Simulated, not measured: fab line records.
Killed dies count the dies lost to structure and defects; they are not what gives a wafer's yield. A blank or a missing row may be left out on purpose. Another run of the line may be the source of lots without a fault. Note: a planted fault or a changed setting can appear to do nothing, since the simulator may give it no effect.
fab line records / flow sky130
[record] lots = 5 wafers = 15 lastDay = 48
route steps=708 shown LI_CONTACT@364 PAD_OPEN@708
lots with no fault: from the same line, run without faults
startH: the number of hours between the record's first day and the start of the first shown wafer of the lot / waitH: hours elapsed since this lot's preceding step / " same as the row above / L1.1+2: a single row standing in for several wafers / - no value, or no start was given / * or withheld: withheld / < > ~ a bound
route shown NAME@n: NAME is a module with steps in the file, n the number in the route of the first one / usual: average and standard deviation across the fault-free wafers / same: alike in all rows / chamber/n: place in a boat / sites: the reading at each site / _std_site: standard deviation across them / _edge_site: inner sites' mean taken away from outer sites' mean / radiusMm: how far each site lies from the wafer's centre / mask NAME#n: copy n / behind: the last tool/chamber to shape the wafer / hold: what put the lot on hold/how long, in hours/how the hold closed / device: names the non-switching transistor (n, p or np) / end of line: at the end of the route, the tests of the same wafers / a step with no rows: only its recipe / killed: not the wafer's yield, but the dies lost to structure and defects at the first sort / map: shows each die of a wafer: x if killed, . if not, _ if none is there
set.NAME: setting as actually run; set.NAME@STEP: the setting as run at that earlier step / model.NAME: the simulator's own value behind a step, which no gauge read
certain route steps with their lots: each step a table, each wafer a row
services: from which hour (startH, from the record's first day; less than 0 if before it) a tool's chamber was out of use, for how many hours, and why
[[steps]]
[step SKY_LI_CONTACT_CMP_02]
[recipe] material = PSG downForcePsi = 4 platenRpm = 60 padVelocityMS = 0.94248
[usual] motorCurrentA = 12.3/0.93 timeToEndpointS = 32.6/2.8
lot.wafer=L359.2 tool=cmp-02 chamber=2 startH=645.43 waitH=0.0 motorCurrentA=12.0 timeToEndpointS=34.0
lot.wafer=L359.4 tool=cmp-02 chamber=3 startH=645.43 waitH=0.0 motorCurrentA=12.5 timeToEndpointS=31.8
lot.wafer=L359.1 tool=cmp-02 chamber=1 startH=645.43 waitH=0.0 motorCurrentA=12.3 timeToEndpointS=32.5
lot.wafer=L360.2 tool=cmp-01 chamber=0 startH=665.07 waitH=0.1 motorCurrentA=11.3 timeToEndpointS=32.5
lot.wafer=L360.5 tool=cmp-01 chamber=3 startH=665.07 waitH=0.1 motorCurrentA=10.4 timeToEndpointS=29.5
lot.wafer=L360.6 tool=cmp-01 chamber=0 startH=665.07 waitH=0.1 motorCurrentA=10.9 timeToEndpointS=33.4
lot.wafer=L361.1 tool=cmp-01 chamber=0 startH=668.02 waitH=0.1 motorCurrentA=11.4 timeToEndpointS=33.8
lot.wafer=L361.3 tool=cmp-01 chamber=1 startH=668.02 waitH=0.1 motorCurrentA=12.8 timeToEndpointS=35.8
lot.wafer=L361.5 tool=cmp-01 chamber=0 startH=668.02 waitH=0.1 motorCurrentA=11.5 timeToEndpointS=36.0
lot.wafer=L367.2 tool=cmp-02 chamber=0 startH=720.18 waitH=0.1 motorCurrentA=13.4 timeToEndpointS=26.3
lot.wafer=L367.5 tool=cmp-02 chamber=2 startH=720.18 waitH=0.1 motorCurrentA=11.8 timeToEndpointS=34.0
lot.wafer=L367.6 tool=cmp-02 chamber=3 startH=720.18 waitH=0.1 motorCurrentA=12.4 timeToEndpointS=28.8
lot.wafer=L372.4 tool=cmp-01 chamber=3 startH=767.22 waitH=0.0 motorCurrentA=10.4 timeToEndpointS=36.1
lot.wafer=L372.2 tool=cmp-01 chamber=1 startH=767.22 waitH=0.0 motorCurrentA=13.1 timeToEndpointS=36.7
lot.wafer=L372.5 tool=cmp-01 chamber=3 startH=767.22 waitH=0.0 motorCurrentA=10.7 timeToEndpointS=34.2
[step SKY_LI_CONTACT_BOW_MEAS_03]
[recipe] mode = bow
[usual] LI_CONTACT_BOW = 53/6.5
lot.wafer=L359.1 tool=filmMetro-02 chamber=- startH=645.73 waitH=0.1 LI_CONTACT_BOW[um]=52
lot.wafer=L359.2 tool=filmMetro-02 chamber=- startH=645.73 waitH=0.1 LI_CONTACT_BOW[um]=60
lot.wafer=L359.4 tool=filmMetro-02 chamber=- startH=645.73 waitH=0.1 LI_CONTACT_BOW[um]=56
lot.wafer=L360.2 tool=filmMetro-01 chamber=- startH=665.34 waitH=0.2 LI_CONTACT_BOW[um]=54
lot.wafer=L360.5 tool=filmMetro-01 chamber=- startH=665.34 waitH=0.2 LI_CONTACT_BOW[um]=55
lot.wafer=L360.6 tool=filmMetro-01 chamber=- startH=665.34 waitH=0.2 LI_CONTACT_BOW[um]=62
lot.wafer=L361.1 tool=filmMetro-02 chamber=- startH=668.32 waitH=0.2 LI_CONTACT_BOW[um]=51
lot.wafer=L361.3 tool=filmMetro-02 chamber=- startH=668.32 waitH=0.2 LI_CONTACT_BOW[um]=67
lot.wafer=L361.5 tool=filmMetro-02 chamber=- startH=668.32 waitH=0.2 LI_CONTACT_BOW[um]=41
lot.wafer=L367.2 tool=filmMetro-04 chamber=- startH=720.40 waitH=0.2 LI_CONTACT_BOW[um]=48
lot.wafer=L367.5 tool=filmMetro-04 chamber=- startH=720.40 waitH=0.2 LI_CONTACT_BOW[um]=45
lot.wafer=L367.6 tool=filmMetro-04 chamber=- startH=720.40 waitH=0.2 LI_CONTACT_BOW[um]=55
lot.wafer=L372.2 tool=filmMetro-01 chamber=- startH=767.54 waitH=0.2 LI_CONTACT_BOW[um]=51
lot.wafer=L372.4 tool=filmMetro-01 chamber=- startH=767.54 waitH=0.2 LI_CONTACT_BOW[um]=49
lot.wafer=L372.5 tool=filmMetro-01 chamber=- startH=767.54 waitH=0.2 LI_CONTACT_BOW[um]=62
[step SKY_LI_CONTACT_DEHYDRATE_04]
[recipe] tempC = 200 timeS = 60
[step SKY_LI_CONTACT_HMDS_05]
[recipe] primeTimeS = 60 primeTempC = 120
[step SKY_LI_CONTACT_COAT_06]
[recipe] resist = BARC tempC = withheld timeS = withheld spinRpm = 3000 resistThkNm = 60
[step SKY_LI_CONTACT_COAT_07]
[recipe] resist = KrF-thick spinRpm = 3000 resistThkNm = 450
[step SKY_LI_CONTACT_SOFTBAKE_08]
[recipe] tempC = 100 timeS = 90 resist = KrF-thick
[step SKY_LI_CONTACT_EXPOSE_09]
[recipe] maskId = LICM1 na = 0.8 sourceShape = annular sigmaInner = 0.55 sigmaOuter = 0.85 targetCdNm = 170 doseMj = 38
[step SKY_LI_CONTACT_PEB_10]
[recipe] pebTempC = withheld pebTimeS = withheld resist = KrF-thick
[step SKY_LI_CONTACT_DEVELOP_11]
[recipe] developTimeS = 60 resist = KrF-thick devTempC = 21
[step SKY_LI_CONTACT_CD_MEAS_12]
[recipe] targetCdNm = 170
[usual] cdNm = 170.0/1.3
lot.wafer=L359.1 tool=cdSem-02 chamber=- startH=673.04 waitH=- cdNm=169.6
lot.wafer=L359.2 tool=cdSem-02 chamber=- startH=673.04 waitH=- cdNm=169.2
lot.wafer=L359.4 tool=cdSem-02 chamber=- startH=673.04 waitH=- cdNm=169.0
lot.wafer=L360.2 tool=cdSem-01 chamber=- startH=691.36 waitH=- cdNm=169.8
lot.wafer=L360.5 tool=cdSem-01 chamber=- startH=691.36 waitH=- cdNm=171.7
lot.wafer=L360.6 tool=cdSem-01 chamber=- startH=691.36 waitH=- cdNm=169.9
lot.wafer=L361.1 tool=cdSem-01 chamber=- startH=694.64 waitH=- cdNm=170.0
lot.wafer=L361.3 tool=cdSem-01 chamber=- startH=694.64 waitH=- cdNm=169.0
lot.wafer=L361.5 tool=cdSem-01 chamber=- startH=694.64 waitH=- cdNm=170.7
lot.wafer=L367.2 tool=cdSem-01 chamber=- startH=748.41 waitH=- cdNm=169.1
lot.wafer=L367.5 tool=cdSem-01 chamber=- startH=748.41 waitH=- cdNm=171.4
lot.wafer=L367.6 tool=cdSem-01 chamber=- startH=748.41 waitH=- cdNm=171.2
lot.wafer=L372.2 tool=cdSem-01 chamber=- startH=793.01 waitH=- cdNm=170.2
lot.wafer=L372.4 tool=cdSem-01 chamber=- startH=793.01 waitH=- cdNm=169.2
lot.wafer=L372.5 tool=cdSem-01 chamber=- startH=793.01 waitH=- cdNm=170.1
[step SKY_LI_CONTACT_OVL_MEAS_13]
[usual] LI_CONTACT_OVL = 1/3.6
lot.wafer=L359.1 tool=overlay-01 chamber=- startH=673.16 waitH=0.1 LI_CONTACT_OVL[nm]=2
lot.wafer=L359.2 tool=overlay-01 chamber=- startH=673.16 waitH=0.1 LI_CONTACT_OVL[nm]=5
lot.wafer=L359.4 tool=overlay-01 chamber=- startH=673.16 waitH=0.1 LI_CONTACT_OVL[nm]=0
lot.wafer=L360.2 tool=overlay-01 chamber=- startH=691.46 waitH=0.1 LI_CONTACT_OVL[nm]=-6
lot.wafer=L360.5 tool=overlay-01 chamber=- startH=691.46 waitH=0.1 LI_CONTACT_OVL[nm]=-2
lot.wafer=L360.6 tool=overlay-01 chamber=- startH=691.46 waitH=0.1 LI_CONTACT_OVL[nm]=-2
lot.wafer=L361.1 tool=overlay-02 chamber=- startH=694.76 waitH=0.1 LI_CONTACT_OVL[nm]=0
lot.wafer=L361.3 tool=overlay-02 chamber=- startH=694.76 waitH=0.1 LI_CONTACT_OVL[nm]=-1
lot.wafer=L361.5 tool=overlay-02 chamber=- startH=694.76 waitH=0.1 LI_CONTACT_OVL[nm]=2
lot.wafer=L367.2 tool=overlay-02 chamber=- startH=748.51 waitH=0.1 LI_CONTACT_OVL[nm]=-6
lot.wafer=L367.5 tool=overlay-02 chamber=- startH=748.51 waitH=0.1 LI_CONTACT_OVL[nm]=-3
lot.wafer=L367.6 tool=overlay-02 chamber=- startH=748.51 waitH=0.1 LI_CONTACT_OVL[nm]=-9
lot.wafer=L372.2 tool=overlay-01 chamber=- startH=793.11 waitH=0.1 LI_CONTACT_OVL[nm]=2
lot.wafer=L372.4 tool=overlay-01 chamber=- startH=793.11 waitH=0.1 LI_CONTACT_OVL[nm]=-1
lot.wafer=L372.5 tool=overlay-01 chamber=- startH=793.11 waitH=0.1 LI_CONTACT_OVL[nm]=0
[step SKY_LI_CONTACT_ETCH_14]
[recipe] chemistry = N2/H2 target = BARC ionEnergyEv = 200 sourceW = 500 biasW = 100 pressureMtorr = 30 n2FlowSccm = 100 h2FlowSccm = 200 stopOn = SiO2 timeS = 45.9 targetDepthA = 600
[usual] chamberPressureMTorr = 30.003/0.03 drypumpMotorCurrentA = 5.8/0.5 oesProductAu = 0.854/0.0046 throttleValvePct = 13.225/0.0095
lot.wafer=L359.1 tool=rieDiel-01 chamber=3 startH=673.20 waitH=0.0 chamberPressureMTorr=30.039 drypumpMotorCurrentA=5.8 oesProductAu=0.856 rfHoursCounterH=12 throttleValvePct=13.235 model.KrF-thick_of_LI_CONTACT_COAT_07.thkNm=389.2
lot.wafer=L359.2 tool=rieDiel-01 chamber=0 startH=673.20 waitH=0.0 chamberPressureMTorr=30.030 drypumpMotorCurrentA=6.5 oesProductAu=0.855 rfHoursCounterH=2 throttleValvePct=13.224 model.KrF-thick_of_LI_CONTACT_COAT_07.thkNm=391.7
lot.wafer=L359.4 tool=rieDiel-01 chamber=2 startH=673.20 waitH=0.0 chamberPressureMTorr=30.033 drypumpMotorCurrentA=6.1 oesProductAu=0.852 rfHoursCounterH=14 throttleValvePct=13.224 model.KrF-thick_of_LI_CONTACT_COAT_07.thkNm=390.8
lot.wafer=L360.2 tool=rieDiel-01 chamber=3 startH=691.49 waitH=0.0 chamberPressureMTorr=30.035 drypumpMotorCurrentA=5.8 oesProductAu=0.856 rfHoursCounterH=13 throttleValvePct=13.211 model.KrF-thick_of_LI_CONTACT_COAT_07.thkNm=392.3
lot.wafer=L360.5 tool=rieDiel-01 chamber=1 startH=691.49 waitH=0.0 chamberPressureMTorr=30.009 drypumpMotorCurrentA=5.2 oesProductAu=0.853 rfHoursCounterH=- throttleValvePct=13.227 model.KrF-thick_of_LI_CONTACT_COAT_07.thkNm=391.1
lot.wafer=L360.6 tool=rieDiel-01 chamber=0 startH=691.49 waitH=0.0 chamberPressureMTorr=29.984 drypumpMotorCurrentA=6.5 oesProductAu=0.855 rfHoursCounterH=- throttleValvePct=13.227 model.KrF-thick_of_LI_CONTACT_COAT_07.thkNm=392
lot.wafer=L361.1 tool=rieDiel-01 chamber=3 startH=694.80 waitH=0.0 chamberPressureMTorr=30.006 drypumpMotorCurrentA=5.8 oesProductAu=0.851 rfHoursCounterH=13 throttleValvePct=13.224 model.KrF-thick_of_LI_CONTACT_COAT_07.thkNm=401.7
lot.wafer=L361.3 tool=rieDiel-01 chamber=0 startH=694.80 waitH=0.0 chamberPressureMTorr=29.934 drypumpMotorCurrentA=6.5 oesProductAu=0.853 rfHoursCounterH=3 throttleValvePct=13.218 model.KrF-thick_of_LI_CONTACT_COAT_07.thkNm=404
lot.wafer=L361.5 tool=rieDiel-01 chamber=3 startH=694.80 waitH=0.0 chamberPressureMTorr=30.007 drypumpMotorCurrentA=5.8 oesProductAu=0.853 rfHoursCounterH=- throttleValvePct=13.230 model.KrF-thick_of_LI_CONTACT_COAT_07.thkNm=402.2
lot.wafer=L367.2 tool=rieDiel-02 chamber=3 startH=748.54 waitH=0.0 chamberPressureMTorr=30.035 drypumpMotorCurrentA=5.1 oesProductAu=0.853 rfHoursCounterH=9 throttleValvePct=13.220 model.KrF-thick_of_LI_CONTACT_COAT_07.thkNm=390.1
lot.wafer=L367.5 tool=rieDiel-02 chamber=3 startH=748.54 waitH=0.0 chamberPressureMTorr=29.974 drypumpMotorCurrentA=5.1 oesProductAu=0.853 rfHoursCounterH=- throttleValvePct=13.222 model.KrF-thick_of_LI_CONTACT_COAT_07.thkNm=391.3
lot.wafer=L367.6 tool=rieDiel-02 chamber=2 startH=748.54 waitH=0.0 chamberPressureMTorr=29.999 drypumpMotorCurrentA=5.2 oesProductAu=0.848 rfHoursCounterH=- throttleValvePct=13.236 model.KrF-thick_of_LI_CONTACT_COAT_07.thkNm=391.4
lot.wafer=L372.2 tool=rieDiel-01 chamber=2 startH=793.14 waitH=0.0 chamberPressureMTorr=29.938 drypumpMotorCurrentA=6.1 oesProductAu=0.854 rfHoursCounterH=16 throttleValvePct=13.226 model.KrF-thick_of_LI_CONTACT_COAT_07.thkNm=391.3
lot.wafer=L372.4 tool=rieDiel-01 chamber=1 startH=793.14 waitH=0.0 chamberPressureMTorr=29.987 drypumpMotorCurrentA=5.2 oesProductAu=0.839 rfHoursCounterH=- throttleValvePct=13.235 model.KrF-thick_of_LI_CONTACT_COAT_07.thkNm=388.9
lot.wafer=L372.5 tool=rieDiel-01 chamber=2 startH=793.14 waitH=0.0 chamberPressureMTorr=30.065 drypumpMotorCurrentA=6.1 oesProductAu=0.856 rfHoursCounterH=- throttleValvePct=13.215 model.KrF-thick_of_LI_CONTACT_COAT_07.thkNm=391.9
[step SKY_LI_CONTACT_ETCH_15]
[recipe] target = PSG chemistry = C4F8/O2/Ar stopOn = Si taperDeg = 4.15 maskMaterial = KrF-thick sourceW = 1500 biasW = 1200 pressureMtorr = 40 c4f8FlowSccm = withheld O2_flow_sccm = 6 Ar_flow_sccm = 300 timeS = withheld targetDepthA = 6000
[usual] chamberPressureMTorr = 40.00/0.043 oesProductAu = 0.837/0.0042
lot.wafer=L359.1 tool=rieDiel-01 chamber=3 startH=673.24 waitH=0.0 chamberPressureMTorr=40.01 oesProductAu=0.833 model.KrF-thick_of_LI_CONTACT_COAT_07.thkNm=225.5
lot.wafer=L359.2 tool=rieDiel-01 chamber=0 startH=673.24 waitH=0.0 chamberPressureMTorr=40.00 oesProductAu=0.837 model.KrF-thick_of_LI_CONTACT_COAT_07.thkNm=230.9
lot.wafer=L359.4 tool=rieDiel-01 chamber=2 startH=673.24 waitH=0.0 chamberPressureMTorr=40.02 oesProductAu=0.831 model.KrF-thick_of_LI_CONTACT_COAT_07.thkNm=227.8
lot.wafer=L360.2 tool=rieDiel-01 chamber=3 startH=691.54 waitH=0.0 chamberPressureMTorr=40.02 oesProductAu=0.839 model.KrF-thick_of_LI_CONTACT_COAT_07.thkNm=230.3
lot.wafer=L360.5 tool=rieDiel-01 chamber=1 startH=691.54 waitH=0.0 chamberPressureMTorr=40.00 oesProductAu=0.836 model.KrF-thick_of_LI_CONTACT_COAT_07.thkNm=228.2
lot.wafer=L360.6 tool=rieDiel-01 chamber=0 startH=691.54 waitH=0.0 chamberPressureMTorr=40.01 oesProductAu=0.840 model.KrF-thick_of_LI_CONTACT_COAT_07.thkNm=231.2
lot.wafer=L361.1 tool=rieDiel-01 chamber=3 startH=694.84 waitH=0.0 chamberPressureMTorr=39.99 oesProductAu=0.839 model.KrF-thick_of_LI_CONTACT_COAT_07.thkNm=237.2
lot.wafer=L361.3 tool=rieDiel-01 chamber=0 startH=694.84 waitH=0.0 chamberPressureMTorr=39.94 oesProductAu=0.837 model.KrF-thick_of_LI_CONTACT_COAT_07.thkNm=240.9
lot.wafer=L361.5 tool=rieDiel-01 chamber=3 startH=694.84 waitH=0.0 chamberPressureMTorr=40.00 oesProductAu=0.835 model.KrF-thick_of_LI_CONTACT_COAT_07.thkNm=238.3
lot.wafer=L367.2 tool=rieDiel-02 chamber=3 startH=748.59 waitH=0.0 chamberPressureMTorr=40.06 oesProductAu=0.836 model.KrF-thick_of_LI_CONTACT_COAT_07.thkNm=229.1
lot.wafer=L367.5 tool=rieDiel-02 chamber=3 startH=748.59 waitH=0.0 chamberPressureMTorr=40.04 oesProductAu=0.849 model.KrF-thick_of_LI_CONTACT_COAT_07.thkNm=229.5
lot.wafer=L367.6 tool=rieDiel-02 chamber=2 startH=748.59 waitH=0.0 chamberPressureMTorr=40.04 oesProductAu=0.835 model.KrF-thick_of_LI_CONTACT_COAT_07.thkNm=231.3
lot.wafer=L372.2 tool=rieDiel-01 chamber=2 startH=793.19 waitH=0.0 chamberPressureMTorr=39.96 oesProductAu=0.832 model.KrF-thick_of_LI_CONTACT_COAT_07.thkNm=226.4
lot.wafer=L372.4 tool=rieDiel-01 chamber=1 startH=793.19 waitH=0.0 chamberPressureMTorr=39.93 oesProductAu=0.833 model.KrF-thick_of_LI_CONTACT_COAT_07.thkNm=222.2
lot.wafer=L372.5 tool=rieDiel-01 chamber=2 startH=793.19 waitH=0.0 chamberPressureMTorr=39.96 oesProductAu=0.834 model.KrF-thick_of_LI_CONTACT_COAT_07.thkNm=228.8
[step SKY_LI_CONTACT_STRIP_16]
[recipe] chemistry = O2/N2 powerW = 1400 pressureMtorr = 1500 platenTempC = withheld o2FlowSccm = 3000 n2FlowSccm = 300 overashFraction = 0.5
[usual] chamberPressureMTorr = 1500.0/1.3 drypumpMotorCurrentA = 5.8/0.5 oesProductAu = 0.374/0.0049 stripTimeToEndpointS = 3.47/0.035
[same] overashFraction = 0.5
lot.wafer=L359.1 tool=plasmaAsher-01 chamber=0 startH=673.33 waitH=- chamberPressureMTorr=1500.3 drypumpMotorCurrentA=5.6 oesProductAu=0.368 rfHoursCounterH=24 stripTimeToEndpointS=3.43
lot.wafer=L359.2 tool=plasmaAsher-01 chamber=1 startH=673.33 waitH=- chamberPressureMTorr=1499.8 drypumpMotorCurrentA=6.4 oesProductAu=0.380 rfHoursCounterH=24 stripTimeToEndpointS=3.49
lot.wafer=L359.4 tool=plasmaAsher-01 chamber=1 startH=673.33 waitH=- chamberPressureMTorr=1501.0 drypumpMotorCurrentA=6.4 oesProductAu=0.380 rfHoursCounterH=- stripTimeToEndpointS=3.45
lot.wafer=L360.2 tool=plasmaAsher-01 chamber=1 startH=691.62 waitH=- chamberPressureMTorr=1499.0 drypumpMotorCurrentA=6.4 oesProductAu=0.371 rfHoursCounterH=26 stripTimeToEndpointS=3.48
lot.wafer=L360.5 tool=plasmaAsher-01 chamber=1 startH=691.62 waitH=- chamberPressureMTorr=1497.6 drypumpMotorCurrentA=6.4 oesProductAu=0.374 rfHoursCounterH=- stripTimeToEndpointS=3.47
lot.wafer=L360.6 tool=plasmaAsher-01 chamber=0 startH=691.62 waitH=- chamberPressureMTorr=1499.7 drypumpMotorCurrentA=5.6 oesProductAu=0.368 rfHoursCounterH=- stripTimeToEndpointS=3.49
lot.wafer=L361.1 tool=plasmaAsher-01 chamber=0 startH=694.93 waitH=- chamberPressureMTorr=1499.2 drypumpMotorCurrentA=5.6 oesProductAu=0.376 rfHoursCounterH=26 stripTimeToEndpointS=3.55
lot.wafer=L361.3 tool=plasmaAsher-01 chamber=0 startH=694.93 waitH=- chamberPressureMTorr=1500.1 drypumpMotorCurrentA=5.6 oesProductAu=0.383 rfHoursCounterH=- stripTimeToEndpointS=3.61
lot.wafer=L361.5 tool=plasmaAsher-01 chamber=0 startH=694.93 waitH=- chamberPressureMTorr=1501.5 drypumpMotorCurrentA=5.7 oesProductAu=0.378 rfHoursCounterH=- stripTimeToEndpointS=3.57
lot.wafer=L367.2 tool=plasmaAsher-03 chamber=1 startH=748.67 waitH=- chamberPressureMTorr=1500.7 drypumpMotorCurrentA=6.0 oesProductAu=0.373 rfHoursCounterH=61 stripTimeToEndpointS=3.46
lot.wafer=L367.5 tool=plasmaAsher-03 chamber=0 startH=748.67 waitH=- chamberPressureMTorr=1499.6 drypumpMotorCurrentA=5.0 oesProductAu=0.374 rfHoursCounterH=- stripTimeToEndpointS=3.47
lot.wafer=L367.6 tool=plasmaAsher-03 chamber=1 startH=748.67 waitH=- chamberPressureMTorr=1498.9 drypumpMotorCurrentA=6.0 oesProductAu=0.372 rfHoursCounterH=- stripTimeToEndpointS=3.48
lot.wafer=L372.2 tool=plasmaAsher-01 chamber=0 startH=793.27 waitH=- chamberPressureMTorr=1501.8 drypumpMotorCurrentA=5.6 oesProductAu=0.379 rfHoursCounterH=36 stripTimeToEndpointS=3.44
lot.wafer=L372.4 tool=plasmaAsher-01 chamber=0 startH=793.27 waitH=- chamberPressureMTorr=1500.4 drypumpMotorCurrentA=5.7 oesProductAu=0.378 rfHoursCounterH=- stripTimeToEndpointS=3.41
lot.wafer=L372.5 tool=plasmaAsher-01 chamber=1 startH=793.27 waitH=- chamberPressureMTorr=1498.4 drypumpMotorCurrentA=6.4 oesProductAu=0.385 rfHoursCounterH=- stripTimeToEndpointS=3.47
[step SKY_LI_CONTACT_CLEAN_17]
[recipe] chemistry = NMP timeS = 600 tempC = 60 dry = n2Spin
[step SKY_PAD_OPEN_PROBE_99]
[usual] killed_at_M0_to_M3 = 43/6.8 killed_at_M4_up = 2.9/1.7 killedAtContacts = 24/5.4 killedAtFrontEnd = 15/4.8 killedAtOther = 0.3/0.57 killedDies = 85/9.4 killedOpen = 47/7.5 killedShort = 38/5.7
[same] grossDies = 492 killedAtBackSide = 0
lot.wafer=L361.1 tool=prober-02 chamber=- startH=1084.69 waitH=0.1 killed_at_M0_to_M3=33 killed_at_M4_up=2 killedAtContacts=20 killedAtFrontEnd=16 killedAtOther=0 killedDies=71 killedOpen=41 killedShort=30
lot.wafer=L361.3 tool=prober-02 chamber=- startH=1084.79 waitH=0.2 killed_at_M0_to_M3=36 killed_at_M4_up=2 killedAtContacts=21 killedAtFrontEnd=34 killedAtOther=0 killedDies=93 killedOpen=43 killedShort=50
lot.wafer=L361.5 tool=prober-02 chamber=- startH=1084.89 waitH=0.2 killed_at_M0_to_M3=31 killed_at_M4_up=1 killedAtContacts=28 killedAtFrontEnd=22 killedAtOther=1 killedDies=83 killedOpen=51 killedShort=32
lot.wafer=L372.2 tool=prober-01 chamber=- startH=1154.77 waitH=0.1 killed_at_M0_to_M3=52 killed_at_M4_up=6 killedAtContacts=21 killedAtFrontEnd=14 killedAtOther=0 killedDies=93 killedOpen=43 killedShort=50
lot.wafer=L372.4 tool=prober-01 chamber=- startH=1154.87 waitH=0.2 killed_at_M0_to_M3=46 killed_at_M4_up=5 killedAtContacts=24 killedAtFrontEnd=19 killedAtOther=0 killedDies=94 killedOpen=58 killedShort=36
lot.wafer=L372.5 tool=prober-01 chamber=- startH=1154.92 waitH=0.2 killed_at_M0_to_M3=42 killed_at_M4_up=2 killedAtContacts=21 killedAtFrontEnd=16 killedAtOther=2 killedDies=83 killedOpen=51 killedShort=32
// killed by level:class
L361.1 VIA3:geometricParticle:open=8 VIA1:geometricParticle:open=7 LI_CONTACT:geometricParticle:open=7 CONTACT:geometricParticle:short=6 CONTACT:geometricParticle:open=6 FIELD_ISO:geometricParticle:short=5 POLY_GATE:geometricParticle:short=4 METAL1:geometricParticle:short=4
L361.3 POLY_GATE:geometricParticle:short=8 LOCAL_INTERCONNECT:geometricParticle:short=8 VIA1:geometricParticle:open=8 VIA3:geometricParticle:open=7 FIELD_ISO:geometricParticle:short=6 FIELD_ISO:geometricParticle:open=6 POLY_GATE:geometricParticle:open=6 LI_CONTACT:geometricParticle:open=5
L361.5 CONTACT:geometricParticle:open=10 POLY_GATE:geometricParticle:open=8 VIA2:geometricParticle:open=8 VIA1:geometricParticle:open=6 LI_CONTACT:geometricParticle:open=6 LOCAL_INTERCONNECT:geometricParticle:short=5 METAL2:geometricParticle:short=5 FIELD_ISO:geometricParticle:open=4
L372.2 CONTACT:geometricParticle:open=9 VIA2:geometricParticle:open=9 METAL1:geometricParticle:short=8 VIA1:geometricParticle:short=6 VIA1:geometricParticle:open=6 VIA3:geometricParticle:open=6 FIELD_ISO:geometricParticle:open=5 METAL2:geometricParticle:short=5
L372.4 VIA2:geometricParticle:open=13 CONTACT:geometricParticle:open=10 FIELD_ISO:geometricParticle:open=7 LI_CONTACT:geometricParticle:open=7 METAL1:geometricParticle:short=7 VIA3:geometricParticle:open=7 VIA1:geometricParticle:open=6 VIA1:geometricParticle:short=5
L372.5 VIA1:geometricParticle:open=11 LI_CONTACT:geometricParticle:open=9 VIA2:geometricParticle:open=9 METAL1:geometricParticle:short=7 CONTACT:geometricParticle:open=6 VIA3:geometricParticle:open=6 FIELD_ISO:geometricParticle:short=5 FIELD_ISO:geometricParticle:open=3
[[services]]
tool=plasmaAsher-01 chamber=- startH=639.51 hours=1.0 kind=repair
tool=rieDiel-02 chamber=1 startH=643.25 hours=7.2 kind=repair
tool=cmp-02 chamber=- startH=649.05 hours=5.3 kind=pm
tool=rieDiel-02 chamber=1 startH=658.07 hours=- kind=clean
tool=rieDiel-02 chamber=1 startH=658.07 hours=16.0 kind=scheduledDown
tool=rieDiel-02 chamber=1 startH=658.07 hours=16.0 kind=ventCycle
tool=cmp-02 chamber=- startH=659.05 hours=8.1 kind=pm
tool=rieDiel-02 chamber=- startH=673.37 hours=0.8 kind=repair
tool=plasmaAsher-03 chamber=- startH=689.29 hours=3.5 kind=repair
tool=cmp-01 chamber=- startH=692.09 hours=1.6 kind=repair
tool=cmp-01 chamber=- startH=696.54 hours=2.9 kind=repair
tool=cmp-01 chamber=- startH=698.99 hours=1.8 kind=repair
tool=rieDiel-02 chamber=- startH=718.98 hours=2.8 kind=pm
tool=cmp-01 chamber=- startH=744.00 hours=4.0 kind=pm
tool=cmp-01 chamber=- startH=748.00 hours=- kind=consumableReplace:conditioner
tool=cmp-01 chamber=- startH=748.00 hours=- kind=consumableReplace:pad
tool=cmp-02 chamber=- startH=749.87 hours=1.7 kind=repair
tool=rieDiel-01 chamber=- startH=753.00 hours=2.8 kind=pm
tool=rieDiel-01 chamber=2 startH=766.79 hours=5.1 kind=repair
tool=cmp-02 chamber=- startH=766.93 hours=6.4 kind=repair
tool=rieDiel-01 chamber=3 startH=792.22 hours=2.7 kind=repair
[[key]]
[firstSign] step = SKY_LI_CONTACT_STRIP_16 reading = stripTimeToEndpointS direction = up sigmas = 3.1 usual = * struck = *
effect none on later readings
[modelEffect] step = SKY_LI_CONTACT_ETCH_14 value = KrF-thick_of_LI_CONTACT_COAT_07.thkNm without = 393.8 struck = 402.6
[modelEffect] step = SKY_LI_CONTACT_ETCH_15 value = KrF-thick_of_LI_CONTACT_COAT_07.thkNm without = 230 struck = 238.8
metAt SKY_LI_CONTACT_ETCH_14
struckWafers L361.1,L361.3,L361.5
testerLeftOut L361
onsetBetween 691.49 694.80
[fault] kind = processParameterDrift tool = rieDiel-01 chamber = - onsetH = 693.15 steps = SKY_LI_CONTACT_ETCH_14 channel = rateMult offset = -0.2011 shape = step endH = 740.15
// testerLeftOut: of these lots the tester's yield and bins aren't shown, on N5 and GAA mostly nor the transistor test; their killed dies are dies lost to structure and defects alone, not to doping, threshold or leakage, so they don't give the yield
